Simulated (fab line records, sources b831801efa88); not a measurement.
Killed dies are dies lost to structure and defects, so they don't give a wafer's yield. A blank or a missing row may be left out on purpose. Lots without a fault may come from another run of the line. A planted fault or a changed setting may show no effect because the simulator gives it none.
fab line records | flow sky130
record lots=6 wafers=18 last_day=49
route steps=708 shown SD_N@344 SD_P@359 RES_XHIGH@360 PAD_OPEN@708
lots that met no fault: from a run of the same line without faults
start_h: hours from the record's first day to the start of the lot's first wafer shown | wait_h: hours since the lot's step before | " the same as in the row above | L1.1+2: a row that stands for several wafers | - no value, or no start given | * or withheld: withheld | < > ~ a bound
route shown NAME@n: a module of which the file shows steps, and the number in the route of the first | usual: mean/standard deviation of fault-free wafers | same: alike in all rows | chamber/n: place in a boat | sites: the reading at each site | _std_site: their standard deviation | _edge_site: outer sites' mean less inner sites' | radius_mm: how far each site lies from the wafer's centre | mask NAME#n: copy n | behind: the tool/chamber that last shaped the wafer | hold: why the lot was held/for how many hours/how that ended | device: the transistor (n, p or np) that didn't switch | end of line: the same wafers' tests at the end of the route | a step without rows: its recipe alone | killed: dies lost to structure and defects at the first sort, not the wafer's yield | map: a wafer's dies, x killed, . not, _ none there
set.NAME: the setting as run; set.NAME@STEP: as run at that earlier step | model.NAME: the simulator's own value behind a step, which no gauge read
lots at some steps of the route; a table a step, a row a wafer
services: from which hour (start_h, from the record's first day; less than 0 if before it) a tool's chamber was out of use, for how many hours, and why
## steps
# step SKY_SD_N_COAT_02
# recipe resist=NOVOLAK spin_rpm=3000 resist_thk_nm=1140
# step SKY_SD_N_SOFTBAKE_03
# recipe temp_c=90 time_s=60 resist=NOVOLAK
# step SKY_SD_N_EXPOSE_04
# recipe mask_id=NSDM na=0.6 source_shape=conventional sigma_outer=0.6 polarization=unpolarized target_cd_nm=380 dose_mj=141
# step SKY_SD_N_PEB_05
# recipe temp_c=withheld time_s=* resist=NOVOLAK
# step SKY_SD_N_DEVELOP_06
# recipe resist=NOVOLAK developer=TMAH develop_time_s=60 dev_temp_c=23
# step SKY_SD_N_CD_MEAS_07
# recipe target_cd_nm=380
# usual cd_nm=379.8/1.9
# columns lot.wafer tool chamber start_h wait_h cd_nm
L161.1 cd_sem-02 - 655.07 0.1 381.3
L161.2 " - " " 383.6
L161.5 " - " " 382.9
L167.1 cd_sem-02 - 713.70 0.1 376.8
L167.5 " - " " 377.9
L167.6 " - " " 377.0
L168.2 cd_sem-02 - 725.26 0.1 381.3
L168.3 " - " " 380.6
L168.6 " - " " 381.7
L177.2 cd_sem-01 - 789.14 0.1 381.8
L177.3 " - " " 381.2
L177.6 " - " " 379.3
L178.4 cd_sem-02 - 792.58 0.1 376.7
L178.5 " - " " 379.9
L178.6 " - " " 378.2
L179.3 cd_sem-01 - 800.25 2.5 377.9
L179.5 " - " " 380.6
L179.6 " - " " 376.8
# step SKY_SD_N_OVL_MEAS_08
# usual SD_N_OVL=-0.1/1.3
# columns lot.wafer tool chamber start_h wait_h SD_N_OVL[nm]
L161.1 overlay-02 - 655.19 0.1 1.3
L161.2 " - " " 1.3
L161.5 " - " " 0.9
L167.1 overlay-01 - 713.82 0.1 -2.8
L167.5 " - " " -2.2
L167.6 " - " " 1.1
L168.2 overlay-02 - 725.36 0.1 -0.6
L168.3 " - " " -1.0
L168.6 " - " " -0.1
L177.2 overlay-01 - 789.25 0.1 0.9
L177.3 " - " " -0.7
L177.6 " - " " 2.2
L178.4 overlay-02 - 792.66 0.1 -0.1
L178.5 " - " " 1.0
L178.6 " - " " -0.5
L179.3 overlay-02 - 800.34 0.1 1.2
L179.5 " - " " 3.4
L179.6 " - " " 0.0
# step SKY_SD_N_IMPLANT_09
# recipe species=As energy_kev=50 dose_cm2=4e+15 tilt_deg=0
# step SKY_SD_N_IMPLANT_10
# recipe species=P energy_kev=20 dose_cm2=1e+14 tilt_deg=0
# step SKY_SD_N_STRIP_11
# recipe chemistry=O2/N2 power_w=1400 pressure_mtorr=1500 platen_temp_c=withheld o2_flow_sccm=3000 n2_flow_sccm=300 overash_fraction=0.5
# usual drypump_motor_current_A=6.1/0.43 o2_flow_sccm=3001/8.6 oes_product_au=0.527/0.005 strip_time_to_endpoint_s=22.55/0.038
# columns lot.wafer tool chamber start_h wait_h drypump_motor_current_A o2_flow_sccm oes_product_au rf_hours_counter_h strip_time_to_endpoint_s
L161.1 plasma_asher-03 1 655.53 0.1 5.3 3015 0.520 84 22.55
L161.2 " 0 " " 6.4 3000 0.530 84 22.55
L161.5 " 0 " " 6.4 2988 0.532 - 22.61
L167.1 plasma_asher-01 1 714.16 0.1 6.0 3006 0.525 32 22.62
L167.5 " 0 " " 5.8 2992 0.527 - 22.59
L167.6 " 1 " " 5.9 3008 0.527 - 22.58
L168.2 plasma_asher-03 1 725.69 0.1 5.3 3002 0.531 92 22.52
L168.3 " 1 " " 5.3 2986 0.525 - 22.51
L168.6 " 0 " " 6.4 2998 0.519 - 22.50
L177.2 plasma_asher-04 0 789.58 0.1 6.4 3002 0.529 5 22.51
L177.3 " 1 " " 6.5 3006 0.526 - 22.50
L177.6 " 1 " " 6.5 2995 0.529 - 22.56
L178.4 plasma_asher-01 0 793.01 0.1 5.7 3005 0.523 - 22.58
L178.5 " 1 " " 5.9 2995 0.523 - 22.53
L178.6 " 0 " " 5.7 3005 0.530 - 22.61
L179.3 plasma_asher-04 1 800.70 0.1 6.5 3008 0.529 - 22.63
L179.5 " 0 " " 6.4 3009 0.526 - 22.61
L179.6 " 1 " " 6.5 3007 0.525 - 22.63
# step SKY_SD_N_TW_MEAS_12
# usual SD_N_TW=3961/34
# columns lot.wafer tool chamber start_h wait_h SD_N_TW
L161.1 film_metro-01 - 655.63 0.1 4021
L161.2 " - " " 4030
L161.5 " - " " 4021
L167.1 film_metro-04 - 714.26 0.1 3940
L167.5 " - " " 3942
L167.6 " - " " 3954
L168.2 film_metro-04 - 725.80 0.1 3931
L168.3 " - " " 3909
L168.6 " - " " 3924
L177.2 film_metro-01 - 789.69 0.1 4004
L177.3 " - " " 4020
L177.6 " - " " 4007
L178.4 film_metro-01 - 793.11 0.1 3993
L178.5 " - " " 3997
L178.6 " - " " 3986
L179.3 film_metro-04 - 800.79 0.1 3940
L179.5 " - " " 3958
L179.6 " - " " 3935
# step SKY_SD_N_CLEAN_13
# recipe chemistry=SC1/SC2 mix=1:4:20 temp_c=70 time_s=150 dry=n2_spin
# step SKY_SD_N_RTA_14
# recipe temp_c=1075 time_s=2 idle_temp_c=650 ramp_up_c_per_s=150 ramp_down_c_per_s=90 ambient=N2
# usual lamp_power_pct=15.73/0.054 wafer_temp_C_max=1078.1/1.4
# columns lot.wafer tool chamber start_h wait_h lamp_power_pct wafer_temp_C_max
L161.1 rtp_anneal-02 0 655.74 0.0 15.68 1078.1
L161.2 " 0 " " 15.75 1077.0
L161.5 " 0 " " 15.71 1077.6
L167.1 rtp_anneal-02 0 714.37 0.0 16.52 1105.5
L167.5 " 0 " " 16.50 1100.6
L167.6 " 0 " " 16.44 1099.4
L168.2 rtp_anneal-02 0 725.91 0.0 16.41 1103.0
L168.3 " 0 " " 16.51 1101.2
L168.6 " 0 " " 16.39 1103.3
L177.2 rtp_anneal-01 0 789.81 0.0 15.75 1078.0
L177.3 " 0 " " 15.82 1079.7
L177.6 " 0 " " 15.78 1078.2
L178.4 rtp_anneal-02 0 793.22 0.0 15.74 1077.9
L178.5 " 0 " " 15.73 1080.6
L178.6 " 0 " " 15.74 1076.5
L179.3 rtp_anneal-01 0 800.89 0.0 15.67 1078.8
L179.5 " 0 " " 15.78 1075.9
L179.6 " 0 " " 15.70 1078.5
# step SKY_SD_N_RS_MEAS_16
# recipe thk_meas_gauge=four-point-probe
# usual SD_N_RS=68.60/0.11
# columns lot.wafer tool chamber start_h wait_h SD_N_RS[ohm/sq]
L161.1 film_metro-04 - 655.92 0.1 68.69
L161.2 " - " " 68.61
L161.5 " - " " 68.59
L167.1 film_metro-02 - 714.54 0.1 64.18
L167.5 " - " " 64.27
L167.6 " - " " 64.19
L168.2 film_metro-02 - 726.10 0.1 64.16
L168.3 " - " " 64.18
L168.6 " - " " 64.33
L177.2 film_metro-04 - 790.04 0.1 68.71
L177.3 " - " " 68.59
L177.6 " - " " 68.67
L178.4 film_metro-04 - 793.43 0.1 68.53
L178.5 " - " " 68.54
L178.6 " - " " 68.64
L179.3 film_metro-02 - 801.09 0.1 68.62
L179.5 " - " " 68.77
L179.6 " - " " 68.78
# step SKY_SD_N_RS_MEAS_17
# recipe thk_meas_gauge=four-point-probe
# usual SD_P_RS=147.1/0.37
# columns lot.wafer tool chamber start_h wait_h SD_P_RS[ohm/sq]
L161.1 film_metro-04 - 656.04 0.1 147.1
L161.2 " - " " 147.2
L161.5 " - " " 147.4
L167.1 film_metro-02 - 714.66 0.1 126.3
L167.5 " - " " 126.4
L167.6 " - " " 126.4
L168.2 film_metro-02 - 726.22 0.1 126.5
L168.3 " - " " 126.7
L168.6 " - " " 127.0
L177.2 film_metro-04 - 790.16 0.1 147.7
L177.3 " - " " 147.1
L177.6 " - " " 147.3
L178.4 film_metro-04 - 793.55 0.1 147.1
L178.5 " - " " 147.4
L178.6 " - " " 147.9
L179.3 film_metro-02 - 801.21 0.1 147.4
L179.5 " - " " 147.4
L179.6 " - " " 147.9
# step SKY_SD_N_RS_MEAS_18
# recipe thk_meas_gauge=four-point-probe
# usual RES_XHIGH_RS=330.3/1.2
# columns lot.wafer tool chamber start_h wait_h RES_XHIGH_RS[ohm/sq]
L161.1 film_metro-04 - 656.16 0.1 331.0
L161.2 " - " " 331.1
L161.5 " - " " 330.9
L167.1 film_metro-02 - 714.78 0.1 328.1
L167.5 " - " " 328.0
L167.6 " - " " 328.2
L168.2 film_metro-02 - 726.34 0.1 326.0
L168.3 " - " " 326.0
L168.6 " - " " 327.2
L177.2 film_metro-04 - 790.28 0.1 330.6
L177.3 " - " " 330.2
L177.6 " - " " 331.6
L178.4 film_metro-04 - 793.67 0.1 328.6
L178.5 " - " " 328.5
L178.6 " - " " 328.6
L179.3 film_metro-02 - 801.33 0.1 330.8
L179.5 " - " " 330.8
L179.6 " - " " 331.7
# step SKY_PAD_OPEN_PROBE_99
# usual killed_at_M0_to_M3=43/6.5 killed_at_M4_up=3.2/1.8 killed_at_contacts=24/5 killed_at_front_end=15/4.1 killed_at_other=0.3/0.54 killed_dies=85/9.3 killed_open=47/7.2 killed_short=39/5.9
# same gross_dies=492 killed_at_back_side=0
# columns lot.wafer tool chamber start_h wait_h killed_at_M0_to_M3 killed_at_M4_up killed_at_contacts killed_at_front_end killed_at_other killed_dies killed_open killed_short model.etest.res_xhigh_po.line_ohm_um model.etest.res_xhigh_po.rs_ohm_sq model.etest.pfet_01v8.r_on_ohm_um model.etest.res_pdiff.line_ohm_um model.etest.res_high_po.line_ohm_um model.etest.pfet_g5v0d10v5.r_on_ohm_um model.etest.licon_high_po.rc_ohm model.etest.res_ndiff.line_ohm_um
L161.1 prober-02 - 1085.34 0.1 46 3 21 13 0 83 37 46 5708 1966 2869 1329 748.4 4696 355.4 753.1
L161.2 prober-02 - 1085.39 0.1 49 3 23 11 0 86 45 41 5408 1913 2916 1340 721.5 4689 360.2 746.4
L161.5 prober-02 - 1085.54 0.2 48 2 20 13 0 83 48 35 5561 1946 2841 1333 740.6 4655 344.3 752.4
L167.1 prober-02 - 1126.15 0.1 52 3 18 12 1 86 47 39 4345 1539 2755 1188 614.4 4814 270.1 717.1
L167.5 prober-02 - 1126.35 0.2 44 4 22 14 1 85 48 37 4233 1480 2702 1209 606.8 4774 265.6 714.7
L167.6 prober-02 - 1126.40 0.2 39 3 15 11 1 69 42 26 4232 1490 2774 1202 609 4785 262.3 723.4
L168.2 prober-01 - 1134.25 0.1 46 3 23 22 0 94 56 37 4519 1595 2611 1139 627.8 4640 274.6 698.8
L168.3 prober-01 - 1134.30 0.2 51 1 29 16 0 97 53 42 4606 1642 2664 1149 623.3 4697 279.8 703.5
L168.6 prober-01 - 1134.45 0.2 45 2 25 10 0 82 50 32 4581 1633 2651 1160 633 4696 272 704.9
L177.2 prober-02 - 1177.42 0.1 30 4 26 14 1 75 39 35 5328 1867 2801 1349 739.9 4673 340.7 753.4
L177.3 prober-02 - 1177.47 0.2 38 2 20 16 0 76 39 37 5396 1899 2865 1397 719.1 4661 349.8 764.8
L177.6 prober-02 - 1177.62 0.2 36 4 28 16 0 84 43 40 5445 1906 2858 1374 717.6 4655 350 764.9
L178.4 prober-01 - 1179.14 0.2 46 3 25 19 0 93 55 38 5710 2006 2901 1361 754.7 4797 368.6 759.3
L178.5 prober-01 - 1179.19 0.2 46 1 23 18 0 88 44 44 5826 2042 2864 1360 772 4694 379.6 739.2
L178.6 prober-01 - 1179.24 0.2 29 3 20 18 0 70 41 29 5635 1967 2873 1383 755.2 4758 356.1 747.2
L179.3 prober-02 - 1184.33 0.2 55 2 16 13 1 87 58 29 5642 1984 2946 1334 721.7 4661 346.6 736.6
L179.5 prober-02 - 1184.43 0.2 53 2 21 14 1 91 51 40 5410 1919 2978 1343 712.6 4689 341 744.4
L179.6 prober-02 - 1184.48 0.2 44 0 21 20 0 85 48 37 5226 1854 2996 1321 694.8 4745 337.2 751.7
# killed by level:class
L161.1 METAL1:geometric_particle:short=8 METAL2:geometric_particle:short=8 CONTACT:geometric_particle:open=7 VIA3:geometric_particle:open=7 VIA2:geometric_particle:open=6 LI_CONTACT:geometric_particle:open=6 FIELD_ISO:geometric_particle:short=5 VIA1:geometric_particle:open=4
L161.2 VIA1:geometric_particle:open=10 VIA2:geometric_particle:open=10 CONTACT:geometric_particle:open=9 VIA3:geometric_particle:open=6 CONTACT:geometric_particle:short=6 VIA2:geometric_particle:short=6 FIELD_ISO:geometric_particle:short=4 LI_CONTACT:geometric_particle:open=4
L161.5 VIA3:geometric_particle:open=13 VIA1:geometric_particle:open=10 CONTACT:geometric_particle:open=6 VIA2:geometric_particle:open=6 LI_CONTACT:geometric_particle:open=5 CONTACT:geometric_particle:short=5 VIA3:geometric_particle:short=5 POLY_GATE:geometric_particle:short=4
L167.1 VIA1:geometric_particle:open=13 CONTACT:geometric_particle:open=10 VIA1:geometric_particle:short=7 VIA2:geometric_particle:open=7 METAL2:geometric_particle:short=5 VIA3:geometric_particle:open=5 CONTACT:geometric_particle:short=4 METAL1:geometric_particle:short=4
L167.5 VIA1:geometric_particle:open=9 METAL2:geometric_particle:short=8 VIA3:geometric_particle:open=7 LI_CONTACT:geometric_particle:open=7 CONTACT:geometric_particle:open=6 VIA2:geometric_particle:open=6 FIELD_ISO:geometric_particle:open=5 VIA1:geometric_particle:short=5
L167.6 VIA1:geometric_particle:open=13 CONTACT:geometric_particle:short=6 VIA2:geometric_particle:open=6 VIA1:geometric_particle:short=5 VIA3:geometric_particle:open=5 CONTACT:geometric_particle:open=4 POLY_GATE:geometric_particle:open=3 METAL2:geometric_particle:short=3
L168.2 CONTACT:geometric_particle:open=10 VIA1:geometric_particle:open=10 VIA2:geometric_particle:open=8 FIELD_ISO:geometric_particle:open=7 VIA3:geometric_particle:open=7 POLY_GATE:geometric_particle:open=5 LOCAL_INTERCONNECT:geometric_particle:short=5 VIA2:geometric_particle:short=5
L168.3 LI_CONTACT:geometric_particle:open=11 VIA1:geometric_particle:open=10 CONTACT:geometric_particle:open=10 METAL2:geometric_particle:short=9 METAL1:geometric_particle:short=7 VIA3:geometric_particle:open=7 LOCAL_INTERCONNECT:geometric_particle:short=5 FIELD_ISO:geometric_particle:short=4
L168.6 CONTACT:geometric_particle:open=11 VIA1:geometric_particle:open=11 METAL1:geometric_particle:short=7 LI_CONTACT:geometric_particle:open=6 VIA2:geometric_particle:open=6 FIELD_ISO:geometric_particle:open=5 CONTACT:geometric_particle:short=5 VIA3:geometric_particle:open=5
L177.2 LI_CONTACT:geometric_particle:open=7 CONTACT:geometric_particle:short=7 CONTACT:geometric_particle:open=6 VIA3:geometric_particle:open=6 LOCAL_INTERCONNECT:geometric_particle:short=5 VIA2:geometric_particle:open=5 FIELD_ISO:geometric_particle:short=4 POLY_GATE:geometric_particle:open=4
L177.3 VIA3:geometric_particle:open=9 VIA1:geometric_particle:open=6 FIELD_ISO:geometric_particle:short=5 LI_CONTACT:geometric_particle:open=5 CONTACT:geometric_particle:open=5 CONTACT:geometric_particle:short=5 VIA3:geometric_particle:short=5 POLY_GATE:geometric_particle:open=4
L177.6 CONTACT:geometric_particle:open=13 POLY_GATE:geometric_particle:short=7 VIA1:geometric_particle:open=7 LI_CONTACT:geometric_particle:open=6 METAL1:geometric_particle:short=6 METAL2:geometric_particle:short=6 LOCAL_INTERCONNECT:geometric_particle:short=5 VIA2:geometric_particle:open=5
L178.4 VIA1:geometric_particle:open=16 CONTACT:geometric_particle:open=9 LI_CONTACT:geometric_particle:open=7 VIA1:geometric_particle:short=7 POLY_GATE:geometric_particle:short=5 METAL1:geometric_particle:short=5 VIA3:geometric_particle:open=5 FIELD_ISO:geometric_particle:short=4
L178.5 METAL2:geometric_particle:short=9 VIA1:geometric_particle:open=9 LI_CONTACT:geometric_particle:open=8 CONTACT:geometric_particle:open=8 METAL1:geometric_particle:short=7 VIA2:geometric_particle:open=5 POLY_GATE:geometric_particle:short=5 VIA1:geometric_particle:short=5
L178.6 LI_CONTACT:geometric_particle:open=8 VIA3:geometric_particle:open=7 VIA1:geometric_particle:open=6 POLY_GATE:geometric_particle:short=5 CONTACT:geometric_particle:open=5 FIELD_ISO:geometric_particle:short=3 SPACER:geometric_particle:open=3 LI_CONTACT:geometric_particle:short=3
L179.3 VIA3:geometric_particle:open=13 VIA1:geometric_particle:open=13 CONTACT:geometric_particle:open=6 CONTACT:geometric_particle:short=5 VIA2:geometric_particle:open=5 FIELD_ISO:geometric_particle:open=4 SPACER:geometric_particle:open=4 LI_CONTACT:geometric_particle:open=4
L179.5 VIA1:geometric_particle:open=15 CONTACT:geometric_particle:open=8 VIA3:geometric_particle:open=8 LI_CONTACT:geometric_particle:open=6 VIA1:geometric_particle:short=6 METAL2:geometric_particle:short=5 FIELD_ISO:geometric_particle:short=4 POLY_GATE:geometric_particle:short=4
L179.6 VIA1:geometric_particle:open=10 CONTACT:geometric_particle:open=8 LI_CONTACT:geometric_particle:open=7 VIA3:geometric_particle:open=6 FIELD_ISO:geometric_particle:short=5 POLY_GATE:geometric_particle:open=5 VIA1:geometric_particle:short=5 VIA2:geometric_particle:open=5
## services
# columns tool chamber start_h hours kind
plasma_asher-04 - 673.51 0.4 repair
plasma_asher-01 - 675.86 1.1 repair
plasma_asher-04 - 733.75 9.0 pm
plasma_asher-04 0 733.75 9.0 vent_cycle
plasma_asher-04 1 733.75 9.0 vent_cycle
rtp_anneal-01 - 736.88 1.0 repair
plasma_asher-04 0 742.75 - clean
plasma_asher-04 1 742.75 - clean
## key
first_sign step=SKY_SD_N_RTA_14 reading=wafer_temp_C_max direction=up sigmas=18 usual=* struck=*
effect step=SKY_SD_N_RTA_14 reading=lamp_power_pct direction=up sigmas=13 usual=15.73 struck=16.46
effect step=SKY_SD_N_RS_MEAS_16 reading=SD_N_RS direction=down sigmas=40 usual=68.60 struck=64.22
effect step=SKY_SD_N_RS_MEAS_17 reading=SD_P_RS direction=down sigmas=56 usual=147.1 struck=126.6
model_effect step=SKY_PAD_OPEN_PROBE_99 value=etest.res_xhigh_po.line_ohm_um without=5495 struck=4419
met_at SKY_SD_N_RTA_14
struck_wafers L167.1,L167.5,L167.6,L168.2,L168.3,L168.6
tester_left_out L167,L168
onset_between 655.74 714.37
fault kind=process_parameter_drift tool=rtp_anneal-02 chamber=- onset_h=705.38 steps=SKY_SD_N_RTA_14 channel=temp_c offset=* shape=step end_h=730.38 acts_in=* stated=*
# tester_left_out: of these lots the tester's yield and bins aren't shown, on N5 and GAA mostly nor the transistor test; their killed dies are dies lost to structure and defects alone, not to doping, threshold or leakage, so they don't give the yield
